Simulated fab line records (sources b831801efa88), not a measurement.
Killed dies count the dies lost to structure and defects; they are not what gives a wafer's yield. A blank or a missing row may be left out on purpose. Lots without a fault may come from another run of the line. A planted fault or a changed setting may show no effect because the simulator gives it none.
Split-lot experiment	flow sky130	on a route of 708 steps: 5 lots, 23 wafers read

== THE SPLIT ITSELF ==
At SKY_LI_CONTACT_HDPCVD_00 (deposits PSG, target thk 930 nm, time 155 s), the setting timeS was moved away from the recipe's 155 s on 11 of the 23 wafers read, by -14.6% to +11.3%. This setting was run at the recipe's value on the other wafers.

Between the split and the reading, the file records no step.

== THE READING ==
LI_CONTACT_HDPCVD_THK, in nm, at SKY_LI_CONTACT_THK_MEAS_01. A value of 937 nm with a standard deviation of 7.6 nm is what fault-free wafers of this fab line usually give.

wafer	tool, chamber at the split	timeS as run, s	against the recipe	LI_CONTACT_HDPCVD_THK, nm	against lot-mates on the recipe
L074.1	hdpcvd-02, 0	172.5	+11.3%	1033	+106
L074.2	hdpcvd-02, 1	172.5	+11.3%	1040	+114
L074.3	hdpcvd-02, 2	155	recipe	924	-
L074.4	hdpcvd-02, 0	172.5	+11.3%	1031	+104
L074.6	hdpcvd-02, 2	155	recipe	929	-
L076.2	hdpcvd-01, 1	155	recipe	945	-
L076.3	hdpcvd-01, 2	132.4	-14.6%	807	-136
L076.4	hdpcvd-01, 1	132.4	-14.6%	829	-114
L076.5	hdpcvd-01, 2	132.4	-14.6%	806	-136
L076.6	hdpcvd-01, 0	155	recipe	940	-
L078.1	hdpcvd-01, 0	162.3	+4.7%	978	+34
L078.2	hdpcvd-01, 1	155	recipe	945	-
L078.3	hdpcvd-01, 2	162.3	+4.7%	979	+35
L078.4	hdpcvd-01, 2	155	recipe	932	-
L078.6	hdpcvd-01, 1	155	recipe	954	-
L080.2	hdpcvd-02, 2	155	recipe	932	-
L080.4	hdpcvd-02, 2	155	recipe	934	-
L080.6	hdpcvd-02, 1	155	recipe	946	-
L084.1	hdpcvd-01, 1	167.7	+8.2%	1014	+88
L084.2	hdpcvd-01, 2	155	recipe	929	-
L084.3	hdpcvd-01, 0	155	recipe	922	-
L084.4	hdpcvd-01, 1	167.7	+8.2%	1017	+92
L084.6	hdpcvd-01, 0	167.7	+8.2%	1012	+86

FIT RESULTS
A straight line over all 23 wafers: LI_CONTACT_HDPCVD_THK changes by +8.66 nm for each +1% of timeS; r = +0.99; the points scatter about the line by 8.8 nm.
The same after taking each lot's own level away (the mean of its wafers on the recipe; 23 wafers): +9.28 nm for each +1%; r = +0.99; scatter 8.5 nm.
On that fit, the largest move of timeS shifts the reading by 1.4e+02 nm.
From 925.5 to 943.7 nm: that is the span of the lots' own levels, equal to 2.4 times the standard deviation above.
Consequently the slope shifts little with the lot-to-lot level, the two slopes agreeing.
Check: -132 nm against its lot-mates is what the line predicts for one of the wafers moved furthest among these (-14.6%) when that wafer is left out of the fit. It came out at -136 nm against them.

== THE OTHER SPLITS THESE WAFERS WENT THROUGH ==
Before the reading, these wafers also passed through other splits. Each is held against what the fit with the lots' levels taken away leaves over:
other split on the same wafers	wafers away from the commonest value	r with LI_CONTACT_HDPCVD_THK (lot level and that fit taken away)
SKY_GATE_OXIDE_DEVELOP_09 developTimeS	3	+0.20
SKY_RES_PROTECT_SOFTBAKE_03 tempC	11	-0.37
SKY_RES_PROTECT_DEVELOP_06 devTempC	5	+0.17
SKY_POLY_GATE_ETCH_17 timeS	12	-0.39
SKY_LDD_N_COAT_02 resistThkNm	6	+0.10
SKY_LDD_N_DEVELOP_06 devTempC	11	+0.32
SKY_LDD_P_DEVELOP_06 developTimeS	9	+0.09
SKY_LDD_LDN_IMPLANT_11 energyKev	7	-0.02
SKY_POLY_CUT_COAT_02 spinRpm	9	-0.33
SKY_POLY_CUT_ETCH_10 biasW	10	-0.19
SKY_SD_P_IMPLANT_09 energyKev	4	-0.26
SKY_SD_N_IMPLANT_10 energyKev	8	+0.28

== THE WHOLE CHAIN: every reading that the file lists as answering this split, in the file's order ==
step	what it does	reading	change (the file's fit)	r (the file's)
SKY_LI_CONTACT_HDPCVD_00	deposits PSG, target thk 930 nm, time 155 s	PSG_of_LI_CONTACT_HDPCVD_00.thkNm (the simulator's own value, which no gauge read)	+9.33 nm for each +1% of the setting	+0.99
SKY_LI_CONTACT_THK_MEAS_01		LI_CONTACT_HDPCVD_THK	+9.31 for each +1% of the setting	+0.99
SKY_LI_CONTACT_CMP_02	polishes PSG	timeToEndpointS	withheld for each +1% of the setting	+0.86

== THE FILE'S OWN FIT ==
LI_CONTACT_HDPCVD_THK changes by +9.31 nm for each +1% of timeS, r = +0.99.
